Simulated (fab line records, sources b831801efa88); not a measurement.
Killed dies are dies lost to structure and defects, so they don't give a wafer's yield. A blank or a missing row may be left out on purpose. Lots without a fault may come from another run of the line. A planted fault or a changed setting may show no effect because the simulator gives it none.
Tool commonality check | flow sky130 | 11 lots, 33 wafers sampled

WHY IT WAS OPENED
At SKY_SD_N_RS_MEAS_16 the reading SD_N_RS is flagged on 2 of 11 lots. Wafers without a fault read 68.54 ohm/sq, standard deviation 0.11.
Rule: a lot is flagged when every wafer of it that has a number lies more than 4 standard deviations from that mean, or none has a number. The other lots count as sound.

lot  | measured     | on            | SD_N_RS (ohm/sq), wafer by wafer | flag
L490 | day 27 16:48 | film_metro-03 | 68.59 68.84 68.69                |
L491 | day 28 07:39 | film_metro-02 | 68.39 68.35 68.39                |
L499 | day 31 00:02 | film_metro-01 | 74.07 73.92 73.93                | FLAGGED
L501 | day 31 18:51 | film_metro-02 | 73.93 73.86 74.04                | FLAGGED
L502 | day 32 03:13 | film_metro-02 | 68.57 68.60 68.58                |
L506 | day 33 10:14 | film_metro-02 | 68.26 68.35 68.45                |
L507 | day 33 18:39 | film_metro-02 | 68.36 68.50 68.35                |
L510 | day 34 14:17 | film_metro-01 | 68.75 68.58 68.59                |
L511 | day 34 16:34 | film_metro-03 | 68.49 68.68 68.60                |
L513 | day 35 03:47 | film_metro-01 | 68.60 68.67 68.59                |
L512 | day 35 11:17 | film_metro-03 | 68.51 68.55 68.53                |
The numbers of the flagged lots are 73.96 ohm/sq on average: +5.42 ohm/sq against the usual, or +49 standard deviations.

WHICH TOOL RAN EACH LOT
The record holds 2 process steps before the reading, out of a route of 708 steps. In each cell: the tool, then ch and the chambers that the sampled wafers went through, then the start.
lot  | flag    | SKY_SD_N_STRIP_11                    | SKY_SD_N_RTA_14
L490 |         | plasma_asher-02 ch 0,1, day 27 16:24 | rtp_anneal-02 ch 0, day 27 16:37
L491 |         | plasma_asher-02 ch 0,1, day 28 07:16 | rtp_anneal-01 ch 0, day 28 07:29
L499 | FLAGGED | plasma_asher-04 ch 0,1, day 30 23:39 | rtp_anneal-01 ch 0, day 30 23:52
L501 | FLAGGED | plasma_asher-04 ch 0,1, day 31 18:27 | rtp_anneal-01 ch 0, day 31 18:39
L502 |         | plasma_asher-02 ch 0,1, day 32 02:50 | rtp_anneal-02 ch 0, day 32 03:01
L506 |         | plasma_asher-02 ch 0,1, day 33 09:50 | rtp_anneal-02 ch 0, day 33 10:03
L507 |         | plasma_asher-03 ch 0, day 33 18:07   | rtp_anneal-02 ch 0, day 33 18:20
L510 |         | plasma_asher-02 ch 0,1, day 34 13:53 | rtp_anneal-02 ch 0, day 34 14:05
L511 |         | plasma_asher-04 ch 0,1, day 34 16:10 | rtp_anneal-01 ch 0, day 34 16:22
L513 |         | plasma_asher-02 ch 0,1, day 35 03:23 | rtp_anneal-02 ch 0, day 35 03:37
L512 |         | plasma_asher-02 ch 0,1, day 35 10:53 | rtp_anneal-01 ch 0, day 35 11:06
What these steps do:
- SKY_SD_N_STRIP_11: strips in O2/N2.
- SKY_SD_N_RTA_14: time 2 s.
- SKY_SD_N_RS_MEAS_16: measures by four-point-probe.

FLAGGED OVER TOTAL, TOOL BY TOOL (the gauges that took the reading come last)
step                | tool            | lots run | flagged | share of the flagged lots | sound lots run after its first flagged lot
SKY_SD_N_STRIP_11   | plasma_asher-02 | 7        | 0       | none                      | -
SKY_SD_N_STRIP_11   | plasma_asher-03 | 1        | 0       | none                      | -
SKY_SD_N_STRIP_11   | plasma_asher-04 | 3        | 2       | all                       | 1 (L511)
SKY_SD_N_RTA_14     | rtp_anneal-01   | 5        | 2       | all                       | 2 (L511,L512)
SKY_SD_N_RTA_14     | rtp_anneal-02   | 6        | 0       | none                      | -
SKY_SD_N_RS_MEAS_16 | film_metro-01   | 3        | 1       | some                      | 2 (L510,L513)
SKY_SD_N_RS_MEAS_16 | film_metro-02   | 5        | 1       | some                      | 3 (L502,L506,L507)
SKY_SD_N_RS_MEAS_16 | film_metro-03   | 3        | 0       | none                      | -

WHAT THE TABLE ALLOWS
2 rows of the table ran every flagged lot: plasma_asher-04 at SKY_SD_N_STRIP_11, rtp_anneal-01 at SKY_SD_N_RTA_14.
- plasma_asher-04 at SKY_SD_N_STRIP_11: 2 of its 3 lots flagged. Sound lots ran on it after the first flagged one (L511), which a lasting fault on the whole tool wouldn't allow.
- rtp_anneal-01 at SKY_SD_N_RTA_14: 2 of its 5 lots flagged. Sound lots ran on it after the first flagged one (L511, L512), which a lasting fault on the whole tool wouldn't allow. Its own readings lie more than 4 standard deviations out on every wafer of the flagged lots: lamp_power_pct.
No row of the table ran every flagged lot and no sound lot after the first.

WHAT THE SIMULATOR HAD PUT IN
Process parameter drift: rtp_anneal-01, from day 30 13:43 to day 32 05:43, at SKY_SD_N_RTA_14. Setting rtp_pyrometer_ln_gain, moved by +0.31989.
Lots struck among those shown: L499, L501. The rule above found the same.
